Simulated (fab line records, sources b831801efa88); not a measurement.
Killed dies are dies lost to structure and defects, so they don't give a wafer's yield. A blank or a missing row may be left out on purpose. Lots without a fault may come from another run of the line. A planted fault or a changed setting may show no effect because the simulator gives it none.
fab line records | flow gf180mcu
record lots=24 wafers=72 last_day=35
route steps=602 shown V2@399 M3@425 M4@461 MIM@510 M5@537 V5@541
lots that met no fault: from a run of the same line without faults
start_h: hours from the record's first day to the start of the lot's first wafer shown | wait_h: hours since the lot's step before | " the same as in the row above | L1.1+2: a row that stands for several wafers | - no value, or no start given | * or withheld: withheld | < > ~ a bound
route shown NAME@n: a module of which the file shows steps, and the number in the route of the first | usual: mean/standard deviation of fault-free wafers | same: alike in all rows | chamber/n: place in a boat | sites: the reading at each site | _std_site: their standard deviation | _edge_site: outer sites' mean less inner sites' | radius_mm: how far each site lies from the wafer's centre | mask NAME#n: copy n | behind: the tool/chamber that last shaped the wafer | hold: why the lot was held/for how many hours/how that ended | device: the transistor (n, p or np) that didn't switch | end of line: the same wafers' tests at the end of the route | a step without rows: its recipe alone | killed: dies lost to structure and defects at the first sort, not the wafer's yield | map: a wafer's dies, x killed, . not, _ none there
set.NAME: the setting as run; set.NAME@STEP: as run at that earlier step | model.NAME: the simulator's own value behind a step, which no gauge read
steps of the route over a sample of lots; a table a step, a row a wafer
services: from which hour (start_h, from the record's first day; less than 0 if before it) a tool's chamber was out of use, for how many hours, and why
## steps
# step GF_V2_ETCH_17
# recipe chemistry=C4F8/O2/Ar mask_material=KrF target=SiO2 stop_on=TiN source_w=1500 bias_w=1200 pressure_mtorr=40 c4f8_flow_sccm=withheld O2_flow_sccm=6 Ar_flow_sccm=300 time_s=withheld target_depth_a=6300
# usual oes_product_au=0.856/0.0053 rf_fwd_power_W=1493/5.2
# columns lot.wafer tool chamber start_h wait_h oes_product_au rf_fwd_power_W
L074.1 rie_diel-03 3 - - 0.851 1489
L074.2 " 2 " " 0.855 1487
L074.4 " 0 " " 0.854 1495
L075.1 rie_diel-01 0 - - 0.852 1483
L075.5 " 2 " " 0.865 1500
L075.6 " 3 " " 0.852 1495
L076.1 rie_diel-01 1 - - 0.849 1493
L076.3 " 2 " " 0.871 1492
L076.6 " 2 " " 0.862 1487
L077.2 rie_diel-03 0 - - 0.850 1493
L077.3 " 2 " " 0.864 1490
L077.4 " 3 " " 0.853 1494
L078.1 rie_diel-02 0 - - 0.855 1489
L078.2 " 3 " " 0.856 1491
L078.3 " 1 " " 0.854 1482
L079.1 rie_diel-03 1 - - 0.865 1501
L079.4 " 2 " " 0.861 1491
L079.5 " 3 " " 0.857 1495
L080.1 rie_diel-02 1 - - 0.854 1489
L080.3 " 0 " " 0.861 1491
L080.4 " 2 " " 0.859 1499
L081.2 rie_diel-02 3 - - 0.862 1497
L081.3 " 1 " " 0.862 1479
L081.5 " 2 " " 0.862 1491
L082.1 rie_diel-02 3 - - 0.859 1491
L082.2 " 2 " " 0.846 1505
L082.4 " 0 " " 0.847 1493
L083.1 rie_diel-03 3 - - 0.855 1495
L083.5 " 3 " " 0.855 1492
L083.6 " 0 " " 0.846 1489
L084.4 rie_diel-02 3 - - 0.855 1500
L084.5 " 3 " " 0.854 1500
L084.6 " 0 " " 0.860 1494
L085.1 rie_diel-03 1 - - 0.853 1492
L085.2 " 0 " " 0.864 1496
L085.6 " 1 " " 0.852 1493
L086.3 rie_diel-03 2 - - 0.852 1492
L086.4 " 1 " " 0.860 1500
L086.6 " 3 " " 0.851 1504
L087.1 rie_diel-01 3 - - 0.853 1489
L087.4 " 1 " " 0.855 1489
L087.6 " 0 " " 0.849 1492
L088.2 rie_diel-03 1 - - 0.847 1497
L088.4 " 0 " " 0.846 1497
L088.6 " 0 " " 0.855 1493
L089.2 rie_diel-01 1 - - 0.866 1483
L089.3 " 0 " " 0.847 1492
L089.4 " 3 " " 0.849 1489
L090.3 rie_diel-02 2 - - 0.857 1499
L090.4 " 0 " " 0.858 1495
L090.5 " 3 " " 0.861 1498
L091.1 rie_diel-01 2 - - 0.846 1497
L091.5 " 3 " " 0.852 1490
L091.6 " 2 " " 0.854 1496
L092.1 rie_diel-03 0 - - 0.851 1495
L092.2 " 2 " " 0.852 1487
L092.5 " 3 " " 0.860 1496
L093.2 rie_diel-03 2 - - 0.853 1498
L093.4 " 1 " " 0.849 1498
L093.6 " 3 " " 0.868 1491
L094.1 rie_diel-01 2 - - 0.858 1498
L094.5 " 3 " " 0.856 1496
L094.6 " 2 " " 0.851 1502
L095.1 rie_diel-02 0 - - 0.847 1491
L095.3 " 1 " " 0.860 1490
L095.4 " 3 " " 0.850 1493
L096.1 rie_diel-01 3 - - 0.853 1491
L096.5 " 0 " " 0.861 1486
L096.6 " 3 " " 0.859 1488
L097.1 rie_diel-02 2 - - 0.859 1490
L097.2 " 0 " " 0.860 1489
L097.4 " 1 " " 0.863 1498
# step GF_M3_METAL_ETCH_16
# recipe chemistry=Cl2/BCl3 mask_material=KrF target_depth_nm=627.5 stop_on=SiO2 pressure_mtorr=8 icp_w=800 bias_w=141.9 Cl2_flow_sccm=80 bcl3_flow_sccm=40 time_s=104.6
# usual bcl3_flow_sccm=39.98/0.14 drypump_motor_current_A=5.4/0.43 oes_product_au=0.972/0.0068 rf_fwd_power_W=796.1/2.6 throttle_valve_pct=28.250/0.011
# columns lot.wafer tool chamber start_h wait_h bcl3_flow_sccm drypump_motor_current_A oes_product_au rf_fwd_power_W rf_hours_counter_h throttle_valve_pct
L074.1 rie_metal-01 0 514.53 0.0 40.12 6.0 0.979 798.6 1 28.237
L074.2 " 1 " " 40.00 5.1 0.965 797.0 0 28.243
L074.4 " 1 " " 40.05 5.2 0.973 795.6 - 28.258
L075.1 rie_metal-03 0 518.98 0.0 39.90 5.0 0.971 796.1 3 28.250
L075.5 " 0 " " 40.06 5.0 0.981 794.0 - 28.232
L075.6 " 0 " " 40.20 5.0 0.969 797.0 - 28.251
L076.1 rie_metal-02 1 529.88 0.0 39.88 4.7 0.982 800.1 10 28.237
L076.3 " 0 " " 40.04 5.5 0.964 794.0 - 28.250
L076.6 " 0 " " 40.09 5.5 0.963 795.6 - 28.265
L077.2 rie_metal-03 0 536.66 0.0 40.20 5.1 0.974 797.9 4 28.238
L077.3 " 1 " " 39.83 5.9 0.970 796.5 - 28.238
L077.4 " 0 " " 39.98 5.1 0.957 798.5 - 28.252
L078.1 rie_metal-03 1 544.31 0.0 39.77 5.9 0.989 799.5 0 28.247
L078.2 " 0 " " 39.86 5.1 0.990 795.3 4 28.229
L078.3 " 1 " " 39.60 5.9 0.977 796.8 - 28.250
L079.1 rie_metal-02 1 558.18 0.0 40.14 4.8 0.968 796.6 11 28.254
L079.4 " 0 " " 39.92 5.5 0.982 793.3 - 28.248
L079.5 " 1 " " 40.15 4.8 0.965 797.3 - 28.247
L080.1 rie_metal-01 1 562.65 0.0 39.90 5.1 0.964 796.9 2 28.243
L080.3 " 0 " " 39.68 6.0 0.978 799.2 - 28.251
L080.4 " 1 " " 40.02 5.2 0.979 795.7 - 28.256
L081.2 rie_metal-01 0 570.28 0.0 40.24 6.0 0.971 796.2 3 28.254
L081.3 " 1 " " 40.21 5.1 0.974 795.8 - 28.253
L081.5 " 0 " " 40.21 6.0 0.974 801.6 - 28.247
L082.1 rie_metal-03 0 581.41 0.0 39.82 5.0 0.973 800.1 5 28.252
L082.2 " 1 " " 40.05 5.9 0.969 797.0 2 28.264
L082.4 " 0 " " 40.05 5.0 0.965 796.8 - 28.245
L083.1 rie_metal-02 1 587.40 0.0 40.14 4.8 0.966 795.5 11 28.288
L083.5 " 1 " " 40.01 4.8 0.964 793.5 - 28.256
L083.6 " 0 " " 40.08 5.5 0.953 793.9 - 28.262
L084.4 rie_metal-02 1 590.35 0.0 39.81 4.7 0.965 795.3 - 28.280
L084.5 " 1 " " 40.17 4.7 0.969 795.0 - 28.261
L084.6 " 0 " " 40.18 5.5 0.963 797.8 - 28.253
L085.1 rie_metal-02 1 605.93 0.0 39.87 4.8 0.969 793.2 12 28.269
L085.2 " 0 " " 39.92 5.5 0.971 791.9 7 28.255
L085.6 " 0 " " 40.00 5.5 0.969 790.6 - 28.243
L086.3 rie_metal-03 1 612.25 0.1 40.00 5.9 0.963 795.9 - 28.256
L086.4 " 0 " " 39.93 5.1 0.967 797.1 - 28.250
L086.6 " 1 " " 39.98 5.9 0.968 795.7 - 28.253
L087.1 rie_metal-03 1 618.13 0.0 40.16 5.9 0.966 792.0 2 28.251
L087.4 " 0 " " 40.12 5.0 0.963 799.2 - 28.259
L087.6 " 1 " " 40.14 5.9 0.974 795.0 - 28.254
L088.2 rie_metal-02 0 624.67 0.1 39.80 5.5 0.970 792.2 - 28.247
L088.4 " 0 " " 39.81 5.5 0.971 791.2 - 28.248
L088.6 " 0 " " 39.86 5.5 0.981 793.4 - 28.246
L089.2 rie_metal-03 1 633.35 0.0 39.89 5.9 0.961 798.8 3 28.244
L089.3 " 0 " " 40.01 5.1 0.978 796.0 - 28.261
L089.4 " 1 " " 40.15 5.9 0.964 801.2 - 28.239
L090.3 rie_metal-01 1 638.92 0.1 39.99 5.2 0.976 792.9 - 28.243
L090.4 " 0 " " 40.07 6.0 0.984 796.3 - 28.230
L090.5 " 0 " " 39.84 6.0 0.983 796.5 - 28.230
L091.1 rie_metal-02 0 645.18 0.0 40.20 5.5 0.966 794.2 9 28.250
L091.5 " 0 " " 40.38 5.5 0.970 793.3 - 28.247
L091.6 " 0 " " 40.06 5.5 0.969 795.0 - 28.242
L092.1 rie_metal-01 0 653.46 0.0 39.82 6.0 0.978 795.7 5 28.253
L092.2 " 1 " " 40.00 5.1 0.986 790.8 5 28.253
L092.5 " 1 " " 39.85 5.1 0.971 793.2 - 28.240
L093.2 rie_metal-01 0 659.80 0.0 40.01 6.0 0.979 797.8 6 28.240
L093.4 " 0 " " 39.82 6.0 0.973 795.8 - 28.266
L093.6 " 1 " " 39.99 5.1 0.969 792.4 - 28.258
L094.1 rie_metal-01 0 662.43 0.0 39.81 6.0 0.975 794.3 6 28.252
L094.5 " 1 " " 40.11 5.2 0.962 794.8 - 28.268
L094.6 " 0 " " 39.94 6.0 0.965 797.7 - 28.250
L095.1 rie_metal-03 1 668.95 0.0 39.85 5.9 0.973 799.1 4 28.261
L095.3 " 1 " " 39.99 5.9 0.967 798.3 - 28.261
L095.4 " 0 " " 40.05 5.1 0.961 795.2 - 28.262
L096.1 rie_metal-02 0 677.48 0.0 39.82 5.5 0.987 794.6 11 28.220
L096.5 " 0 " " 39.93 5.5 0.972 795.8 - 28.244
L096.6 " 1 " " 39.78 4.7 0.974 797.0 - 28.233
L097.1 rie_metal-01 1 684.06 0.0 39.89 5.2 0.972 803.2 6 28.245
L097.2 " 0 " " 40.06 6.0 0.972 796.0 7 28.249
L097.4 " 0 " " 40.19 6.0 0.973 797.3 - 28.252
# step GF_M4_RS_MEAS_05
# recipe thk_meas_gauge=four-point-probe reads=TiN_of_M4_SPUTTER_04+Ti_of_M4_SPUTTER_03+AlCu_of_M4_SPUTTER_02+TiN_of_M4_SPUTTER_01+Ti_of_M4_SPUTTER_00
# usual M4_ALCU_RS=0.0694/0.00068
# columns lot.wafer tool chamber start_h wait_h M4_ALCU_RS[ohm/sq]
L074.1 film_metro-02 - 541.36 0.0 0.0694
L074.2 " - " " 0.0685
L074.4 " - " " 0.0683
L075.1 film_metro-04 - 545.57 0.0 0.0696
L075.5 " - " " 0.0693
L075.6 " - " " 0.0697
L076.1 film_metro-02 - 556.17 0.0 0.0697
L076.3 " - " " 0.0691
L076.6 " - " " 0.0699
L077.2 film_metro-01 - 563.29 0.0 0.0694
L077.3 " - " " 0.0688
L077.4 " - " " 0.0689
L078.1 film_metro-01 - 569.96 0.0 0.0681
L078.2 " - " " 0.0684
L078.3 " - " " 0.0700
L079.1 film_metro-01 - 583.33 0.0 0.0696
L079.4 " - " " 0.0679
L079.5 " - " " 0.0688
L080.1 film_metro-04 - 587.68 0.0 0.0705
L080.3 " - " " 0.0699
L080.4 " - " " 0.0697
L081.2 film_metro-02 - 595.50 0.0 0.0691
L081.3 " - " " 0.0695
L081.5 " - " " 0.0690
L082.1 film_metro-01 - 605.84 0.0 0.0696
L082.2 " - " " 0.0703
L082.4 " - " " 0.0692
L083.1 film_metro-02 - 612.08 0.0 0.0690
L083.5 " - " " 0.0692
L083.6 " - " " 0.0694
L084.4 film_metro-01 - 615.55 0.1 0.0686
L084.5 " - " " 0.0695
L084.6 " - " " 0.0690
L085.1 film_metro-02 - 628.77 0.0 0.0705
L085.2 " - " " 0.0696
L085.6 " - " " 0.0706
L086.3 film_metro-02 - 635.77 0.1 0.0707
L086.4 " - " " 0.0699
L086.6 " - " " 0.0697
L087.1 film_metro-01 - 640.85 0.0 0.0698
L087.4 " - " " 0.0693
L087.6 " - " " 0.0689
L088.2 film_metro-01 - 648.27 0.0 0.0697
L088.4 " - " " 0.0696
L088.6 " - " " 0.0701
L089.2 film_metro-01 - 656.76 0.0 0.0694
L089.3 " - " " 0.0706
L089.4 " - " " 0.0699
L090.3 film_metro-04 - 662.50 0.1 0.0691
L090.4 " - " " 0.0696
L090.5 " - " " 0.0705
L091.1 film_metro-01 - 667.93 0.0 0.0693
L091.5 " - " " 0.0693
L091.6 " - " " 0.0695
L092.1 film_metro-01 - 676.08 0.0 0.0699
L092.2 " - " " 0.0685
L092.5 " - " " 0.0687
L093.2 film_metro-04 - 683.08 0.0 0.0695
L093.4 " - " " 0.0697
L093.6 " - " " 0.0682
L094.1 film_metro-01 - 685.96 0.0 0.0702
L094.5 " - " " 0.0696
L094.6 " - " " 0.0702
L095.1 film_metro-01 - 692.07 0.0 0.0688
L095.3 " - " " 0.0690
L095.4 " - " " 0.0679
L096.1 film_metro-04 - 699.45 0.0 0.0684
L096.5 " - " " 0.0696
L096.6 " - " " 0.0685
L097.1 film_metro-04 - 705.88 0.0 0.0692
L097.2 " - " " 0.0690
L097.4 " - " " 0.0689
# step GF_MIM_SPUTTER_07
# recipe material=TiN target_thk_nm=60 power_w=6500 time_s=50 chamber_pressure_pa=0.4
# usual chamber_pressure_pa=0.4000/0.0008 throttle_valve_pct=29.9/0.75
# columns lot.wafer tool chamber start_h wait_h chamber_pressure_pa throttle_valve_pct
L074.1 pvd_sputter-03 - 589.86 0.1 0.3989 31.1
L074.2 " - " " 0.3998 29.1
L074.4 " - " " 0.4006 29.1
L075.1 pvd_sputter-02 - 594.15 0.1 0.3998 30.0
L075.5 " - " " 0.3999 29.8
L075.6 " - " " 0.4007 30.4
L076.1 pvd_sputter-01 - 603.57 0.1 0.3996 29.7
L076.3 " - " " 0.4006 30.5
L076.6 " - " " 0.3999 29.3
L077.2 pvd_sputter-01 - 610.93 0.0 0.4009 30.6
L077.3 " - " " 0.4001 28.7
L077.4 " - " " 0.3995 30.3
L078.1 pvd_sputter-01 - 617.12 0.1 0.3998 30.4
L078.2 " - " " 0.3997 29.7
L078.3 " - " " 0.3988 29.1
L079.1 pvd_sputter-01 - 628.45 0.1 0.3986 28.9
L079.4 " - " " 0.4004 30.6
L079.5 " - " " 0.4009 30.5
L080.1 pvd_sputter-02 - 634.48 0.1 0.4005 29.4
L080.3 " - " " 0.3981 29.2
L080.4 " - " " 0.3995 29.1
L081.2 pvd_sputter-01 - 640.15 0.0 0.4001 28.8
L081.3 " - " " 0.4008 30.5
L081.5 " - " " 0.3995 29.6
L082.1 pvd_sputter-02 - 649.96 0.1 0.4011 29.2
L082.2 " - " " 0.3991 29.9
L082.4 " - " " 0.4003 30.4
L083.1 pvd_sputter-03 - 655.52 0.1 0.4005 29.9
L083.5 " - " " 0.4006 29.9
L083.6 " - " " 0.4004 29.1
L084.4 pvd_sputter-03 - 660.05 0.0 0.3994 31.3
L084.5 " - " " 0.3984 31.3
L084.6 " - " " 0.3988 31.3
L085.1 pvd_sputter-02 - 672.05 0.1 0.4007 30.1
L085.2 " - " " 0.4007 30.6
L085.6 " - " " 0.4004 30.1
L086.3 pvd_sputter-02 - 679.53 0.0 0.3993 29.4
L086.4 " - " " 0.3992 30.1
L086.6 " - " " 0.4002 30.3
L087.1 pvd_sputter-01 - 684.39 0.1 0.3997 28.7
L087.4 " - " " 0.3993 30.5
L087.6 " - " " 0.4004 29.4
L088.2 pvd_sputter-02 - 690.42 0.0 0.4002 29.0
L088.4 " - " " 0.3996 30.7
L088.6 " - " " 0.3989 30.2
L089.2 pvd_sputter-03 - 699.30 0.0 0.3997 30.0
L089.3 " - " " 0.3993 31.5
L089.4 " - " " 0.4002 29.2
L090.3 pvd_sputter-01 - 704.51 0.0 0.3997 29.2
L090.4 " - " " 0.4002 29.5
L090.5 " - " " 0.4004 29.6
L091.1 pvd_sputter-02 - 709.40 0.1 0.4010 29.3
L091.5 " - " " 0.4008 30.7
L091.6 " - " " 0.4018 29.9
L092.1 pvd_sputter-01 - 717.57 0.1 0.4018 29.1
L092.2 " - " " 0.3993 30.5
L092.5 " - " " 0.3978 30.5
L093.2 pvd_sputter-01 - 724.41 0.0 0.3984 30.5
L093.4 " - " " 0.4010 30.7
L093.6 " - " " 0.4013 30.6
L094.1 pvd_sputter-03 - 727.54 0.1 0.3999 30.1
L094.5 " - " " 0.4002 29.0
L094.6 " - " " 0.3992 31.0
L095.1 pvd_sputter-01 - 732.17 0.1 0.3992 28.8
L095.3 " - " " 0.4016 29.5
L095.4 " - " " 0.4014 30.3
L096.1 pvd_sputter-02 - 740.34 0.1 0.3994 30.6
L096.5 " - " " 0.3993 30.6
L096.6 " - " " 0.4002 29.0
L097.1 pvd_sputter-02 - 745.71 0.1 0.3996 29.2
L097.2 " - " " 0.4011 29.6
L097.4 " - " " 0.3992 29.1
# step GF_M5_STRIP_11
# recipe chemistry=O2/N2 power_w=1400 pressure_mtorr=1500 platen_temp_c=250 o2_flow_sccm=3000 n2_flow_sccm=300 overash_fraction=0.5
# usual drypump_motor_current_A=5.7/0.42 heater_power_w=336/44 oes_product_au=0.544/0.0055 platen_temp_c=250.01/0.18 strip_time_to_endpoint_s=7.51/0.05
# columns lot.wafer tool chamber start_h wait_h drypump_motor_current_A heater_power_w oes_product_au platen_temp_c rf_hours_counter_h strip_time_to_endpoint_s
L074.1 plasma_asher-04 0 633.38 0.2 5.7 341 0.538 250.04 96 7.56
L074.2 " 1 " " 5.5 392 0.540 249.84 96 7.59
L074.4 " 0 " " 5.7 349 0.556 250.26 - 7.61
L075.1 plasma_asher-01 1 636.64 0.1 5.1 316 0.535 249.80 20 7.49
L075.5 " 1 " " 5.1 324 0.539 249.78 - 7.43
L075.6 " 0 " " 5.6 262 0.544 250.18 - 7.51
L076.1 plasma_asher-01 1 644.59 0.1 5.1 321 0.538 249.70 21 7.52
L076.3 " 1 " " 5.1 322 0.544 249.83 - 7.55
L076.6 " 1 " " 5.1 310 0.545 249.91 - 7.56
L077.2 plasma_asher-01 0 652.64 0.1 5.6 264 0.544 249.97 22 7.53
L077.3 " 0 " " 5.6 268 0.547 250.07 - 7.56
L077.4 " 1 " " 5.1 317 0.547 249.76 - 7.55
L078.1 plasma_asher-04 1 658.12 0.1 5.5 381 0.549 250.24 99 7.46
L078.2 " 0 " " 5.6 347 0.551 250.14 99 7.54
L078.3 " 1 " " 5.5 387 0.537 250.05 - 7.48
L079.1 plasma_asher-04 0 669.42 0.1 5.7 342 0.549 250.13 100 7.51
L079.4 " 1 " " 5.5 385 0.541 250.18 - 7.51
L079.5 " 0 " " 5.6 331 0.543 249.76 - 7.56
L080.1 plasma_asher-02 0 675.88 0.1 6.5 394 0.547 249.85 61 7.52
L080.3 " 0 " " 6.5 406 0.552 249.73 - 7.57
L080.4 " 1 " " 6.1 311 0.552 250.09 - 7.53
L081.2 plasma_asher-01 1 681.88 0.1 5.1 321 0.545 249.69 25 7.51
L081.3 " 1 " " 5.1 318 0.547 250.25 - 7.46
L081.5 " 0 " " 5.6 270 0.544 249.85 - 7.49
L082.1 plasma_asher-04 1 691.33 0.1 5.4 384 0.547 250.00 102 7.55
L082.2 " 0 " " 5.6 348 0.551 249.99 102 7.58
L082.4 " 1 " " 5.4 399 0.543 249.99 - 7.54
L083.1 plasma_asher-04 0 694.57 0.1 5.7 341 0.547 249.57 103 7.58
L083.5 " 0 " " 5.6 356 0.544 249.70 - 7.57
L083.6 " 1 " " 5.4 389 0.556 250.44 - 7.53
L084.4 plasma_asher-01 0 700.66 0.1 5.6 263 0.541 250.15 - 7.49
L084.5 " 1 " " 5.1 329 0.537 249.68 - 7.48
L084.6 " 0 " " 5.6 265 0.546 249.94 - 7.47
L085.1 plasma_asher-02 1 709.83 0.1 6.1 302 0.539 250.02 65 7.44
L085.2 " 0 " " 6.6 396 0.544 250.01 65 7.43
L085.6 " 1 " " 6.1 304 0.549 250.19 - 7.43
L086.3 plasma_asher-02 1 717.96 0.1 6.1 310 0.543 249.85 - 7.46
L086.4 " 0 " " 6.5 391 0.545 249.92 - 7.48
L086.6 " 1 " " 6.1 302 0.534 250.03 - 7.46
L087.1 plasma_asher-04 1 723.93 0.2 5.5 383 0.537 249.84 104 7.46
L087.4 " 1 " " 5.4 383 0.531 250.06 - 7.47
L087.6 " 0 " " 5.7 341 0.537 250.42 - 7.48
L088.2 plasma_asher-02 0 727.87 0.1 6.5 397 0.540 249.93 67 7.46
L088.4 " 0 " " 6.5 396 0.540 250.08 - 7.52
L088.6 " 1 " " 6.1 306 0.542 249.88 - 7.48
L089.2 plasma_asher-01 1 736.24 0.1 5.1 315 0.541 249.95 31 7.51
L089.3 " 1 " " 5.1 324 0.543 250.17 - 7.54
L089.4 " 0 " " 5.6 264 0.538 250.03 - 7.53
L090.3 plasma_asher-01 0 742.49 0.1 5.6 265 0.546 250.07 - 7.43
L090.4 " 1 " " 5.1 312 0.538 249.71 - 7.42
L090.5 " 1 " " 5.1 316 0.545 249.83 - 7.44
L091.1 plasma_asher-04 0 745.63 0.1 5.7 334 0.541 250.25 0 7.55
L091.5 " 1 " " 5.4 383 0.544 249.94 - 7.60
L091.6 " 0 " " 5.6 341 0.551 250.22 - 7.64
L092.1 plasma_asher-02 0 753.54 0.1 6.5 383 0.549 249.85 70 7.60
L092.2 " 1 " " 6.1 299 0.545 249.76 70 7.57
L092.5 " 1 " " 6.1 307 0.555 249.85 - 7.60
L093.2 plasma_asher-01 0 760.39 0.1 5.6 267 0.536 249.89 34 7.44
L093.4 " 0 " " 5.6 269 0.541 249.93 - 7.50
L093.6 " 1 " " 5.1 327 0.547 249.76 - 7.48
L094.1 plasma_asher-02 1 763.12 0.1 6.1 305 0.544 250.40 71 7.52
L094.5 " 1 " " 6.1 314 0.556 250.26 - 7.53
L094.6 " 0 " " 6.5 384 0.546 249.93 - 7.56
L095.1 plasma_asher-04 0 767.63 0.1 5.7 335 0.546 249.81 3 7.56
L095.3 " 0 " " 5.7 342 0.549 250.25 - 7.56
L095.4 " 1 " " 5.5 380 0.538 249.95 - 7.50
L096.1 plasma_asher-04 1 774.83 0.1 5.5 381 0.545 250.30 3 7.49
L096.5 " 0 " " 5.6 341 0.543 250.05 - 7.48
L096.6 " 1 " " 5.4 372 0.543 250.21 - 7.52
L097.1 plasma_asher-04 0 779.79 0.1 5.6 341 0.543 250.23 4 7.54
L097.2 " 1 " " 5.5 371 0.543 250.13 4 7.46
L097.4 " 1 " " 5.5 380 0.550 249.98 - 7.51
# step GF_V5_THK_MEAS_01
# recipe reads=SiO2_of_V5_CVD_00
# usual V5_CVD_00_THK=301/3.1
# columns lot.wafer tool chamber start_h wait_h V5_CVD_00_THK[nm]
L074.1 film_metro-03 - 633.99 0.0 305
L074.2 " - " " 304
L074.4 " - " " 302
L075.1 film_metro-01 - 637.22 0.0 299
L075.5 " - " " 301
L075.6 " - " " 303
L076.1 film_metro-04 - 645.20 0.0 306
L076.3 " - " " 302
L076.6 " - " " 304
L077.2 film_metro-03 - 653.27 0.0 301
L077.3 " - " " 297
L077.4 " - " " 298
L078.1 film_metro-04 - 658.70 0.0 303
L078.2 " - " " 305
L078.3 " - " " 302
L079.1 film_metro-01 - 670.00 0.0 297
L079.4 " - " " 294
L079.5 " - " " 301
L080.1 film_metro-03 - 676.49 0.0 304
L080.3 " - " " 305
L080.4 " - " " 302
L081.2 film_metro-01 - 682.47 0.0 299
L081.3 " - " " 297
L081.5 " - " " 295
L082.1 film_metro-04 - 691.91 0.0 308
L082.2 " - " " 304
L082.4 " - " " 307
L083.1 film_metro-01 - 695.18 0.0 298
L083.5 " - " " 305
L083.6 " - " " 299
L084.4 film_metro-03 - 701.24 0.0 303
L084.5 " - " " 296
L084.6 " - " " 295
L085.1 film_metro-03 - 710.41 0.0 303
L085.2 " - " " 306
L085.6 " - " " 298
L086.3 film_metro-01 - 718.53 0.0 301
L086.4 " - " " 300
L086.6 " - " " 291
L087.1 film_metro-01 - 724.60 0.0 299
L087.4 " - " " 304
L087.6 " - " " 301
L088.2 film_metro-03 - 728.46 0.0 303
L088.4 " - " " 299
L088.6 " - " " 300
L089.2 film_metro-03 - 736.84 0.0 301
L089.3 " - " " 297
L089.4 " - " " 301
L090.3 film_metro-03 - 743.07 0.0 299
L090.4 " - " " 299
L090.5 " - " " 299
L091.1 film_metro-01 - 746.21 0.0 299
L091.5 " - " " 297
L091.6 " - " " 300
L092.1 film_metro-01 - 754.12 0.0 298
L092.2 " - " " 304
L092.5 " - " " 296
L093.2 film_metro-04 - 760.98 0.0 300
L093.4 " - " " 299
L093.6 " - " " 301
L094.1 film_metro-01 - 763.69 0.0 302
L094.5 " - " " 298
L094.6 " - " " 296
L095.1 film_metro-03 - 768.22 0.0 304
L095.3 " - " " 304
L095.4 " - " " 302
L096.1 film_metro-01 - 775.41 0.0 302
L096.5 " - " " 296
L096.6 " - " " 302
L097.1 film_metro-03 - 780.37 0.0 301
L097.2 " - " " 306
L097.4 " - " " 304
## services
# columns tool chamber start_h hours kind
rie_diel-01 1 467.62 14.5 repair
rie_diel-01 - 475.31 0.6 repair
rie_diel-01 2 483.26 4.6 repair
plasma_asher-04 - 494.53 2.8 pm
rie_diel-02 - 497.87 2.8 pm
rie_diel-03 1 497.99 1.7 repair
rie_diel-02 2 501.10 14.8 repair
rie_diel-03 1 526.51 6.8 repair
plasma_asher-01 - 548.90 13.9 pm
pvd_sputter-01 - 553.56 1.0 repair
rie_diel-02 2 571.30 4.1 repair
rie_metal-02 1 619.01 33.2 repair
pvd_sputter-02 - 645.18 3.2 repair
pvd_sputter-02 - 675.39 3.6 repair
rie_diel-03 3 680.05 63.3 repair
rie_metal-02 1 693.31 9.1 repair
rie_diel-03 1 699.38 3.5 repair
plasma_asher-04 - 705.05 15.6 pm
rie_metal-02 1 706.81 6.7 repair
plasma_asher-04 - 733.75 9.0 pm
pvd_sputter-01 - 740.77 19.2 repair
pvd_sputter-02 - 742.30 0.9 repair
plasma_asher-01 - 767.43 0.4 repair
rie_diel-02 3 778.78 9.5 repair
## key
fault none
